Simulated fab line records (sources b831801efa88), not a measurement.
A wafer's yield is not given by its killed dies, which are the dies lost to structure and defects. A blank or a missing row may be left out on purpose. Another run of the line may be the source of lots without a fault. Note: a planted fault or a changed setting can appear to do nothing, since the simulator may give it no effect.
A lot that was struck, set against a sound lot || flow sky130 || 15 steps out of a route of 708
Sound: the wafers L448.3, L448.4, L448.6. Wafers L455.3, L455.4, L455.6 were the ones struck. The cause is given at the end.
At each step with rows: each side's tool, then ch and its chambers, then its first start. Under that, the readings that differ: sound wafers || struck wafers || difference of the means || sigmas: that difference in standard deviations of wafers without a fault.
alike: a reading whose means differ by less than 2 such deviations, as well as words and numbers matching on both sides. not compared: withheld readings; readings where some wafer has no value; bounds like >300 that might hide an equal value; numbers whose values overlap and for which the record gives no deviation.
Wherever a step has rows on one side only, a row that says differs or no value, or a row with sigmas, the two part there. Numbers that have no deviation but don't overlap get no sigmas and don't part them. Lack of a reading on every wafer of one side parts them only where that side has two or more wafers.

first, 3 steps without rows for these wafers: SKY_SONOS_ONO_WET_ETCH_18 (etches Si3N4 in H3PO4, target depth 15 nm, time 172 s); SKY_GATE_OXIDE_CLEAN_00 (cleans in SC1/SC2, time 150 s); SKY_GATE_OXIDE_OXIDATION_01 (stabilise 600 s, purge 300 s, target thk 10.268 nm).
SKY_GATE_OXIDE_THK_MEAS_02:
  sound on film metro-04, day 15 01:26; struck on film metro-04, day 17 21:43
  alike: GATE_OXIDE_OXIDATION_00_THK
then, 7 steps without rows for these wafers: SKY_GATE_OXIDE_DEHYDRATE_03 (time 60 s); SKY_GATE_OXIDE_HMDS_04 (prime time 60 s); SKY_GATE_OXIDE_COAT_05 (resist thk 1140 nm); SKY_GATE_OXIDE_SOFTBAKE_06 (time 60 s); SKY_GATE_OXIDE_EXPOSE_07 (exposes mask LVOM, target cd 600 nm); SKY_GATE_OXIDE_PEB_08; SKY_GATE_OXIDE_DEVELOP_09 (develop time 60 s).
SKY_GATE_OXIDE_OVL_MEAS_10:
  sound on overlay-01, day 16 04:35; struck on overlay-01, day 19 03:51
  alike: GATE_OXIDE_OVL
SKY_GATE_OXIDE_IMPLANT_11:
  sound on implanter-02 ch 0, day 16 04:39; struck on implanter-02 ch 0, day 19 03:55
{"reading": "dose ions cm2", "sound": "2.5932e+12 2.5969e+12 2.5995e+12", "struck": "2.4986e+12 2.4964e+12 2.4928e+12", "difference": -1.0060e+11, "sigmas": -36}
then, 1 step without rows for these wafers: SKY_GATE_OXIDE_WET_ETCH_12 (etches SiO2 in dHF, target depth 16.8 nm, time 336 s).
-- here the record skips 30 days between the struck wafers' starts before and after, leaving off in module GATE_OXIDE and picking up in module PAD_OPEN (first step shown: number 708 of the route) --
SKY_PAD_OPEN_PROBE_99:
  sound on prober-02, day 47 15:56; struck on prober-01, day 49 10:50
{"reading": "model.etest.pfet_01v8_lvt.vt sat v (V)", "sound": "-0.4532 -0.4467 -0.4478", "struck": "-0.475 -0.4725 -0.4749", "difference": -0.025, "sigmas": ""}
{"reading": "model.etest.pfet_01v8_lvt.vt v (V)", "sound": "-0.5424 -0.5361 -0.5348", "struck": "-0.5638 -0.5598 -0.5654", "difference": -0.0252, "sigmas": ""}
{"reading": "model.etest.pfet_01v8_lvt.vt long v (V)", "sound": "-0.6541 -0.6514 -0.6529", "struck": "-0.674 -0.6753 -0.6789", "difference": -0.023, "sigmas": ""}
{"reading": "model.etest.pfet_01v8_lvt.body rise v (V)", "sound": "-0.2052 -0.2049 -0.2067", "struck": "-0.1925 -0.1929 -0.1919", "difference": "+0.0132", "sigmas": ""}
  alike: killed_at_M0_to_M3, killed_at_M4_up, killed at contacts, killed at front end, killed at other, killed dies, killed open, killed short
  not compared: model.etest.pfet_01v8_lvt.drive ua um, model.etest.pfet_01v8_lvt.off log10 a um

WHERE THEY PART
Within this record, at SKY_GATE_OXIDE_IMPLANT_11 only. Later steps at which nothing parts them and some readings are alike: SKY_PAD_OPEN_PROBE_99.

WHY: what had been put in by the simulator
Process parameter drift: implanter-02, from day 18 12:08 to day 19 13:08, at SKY_GATE_OXIDE_IMPLANT_11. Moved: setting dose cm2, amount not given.
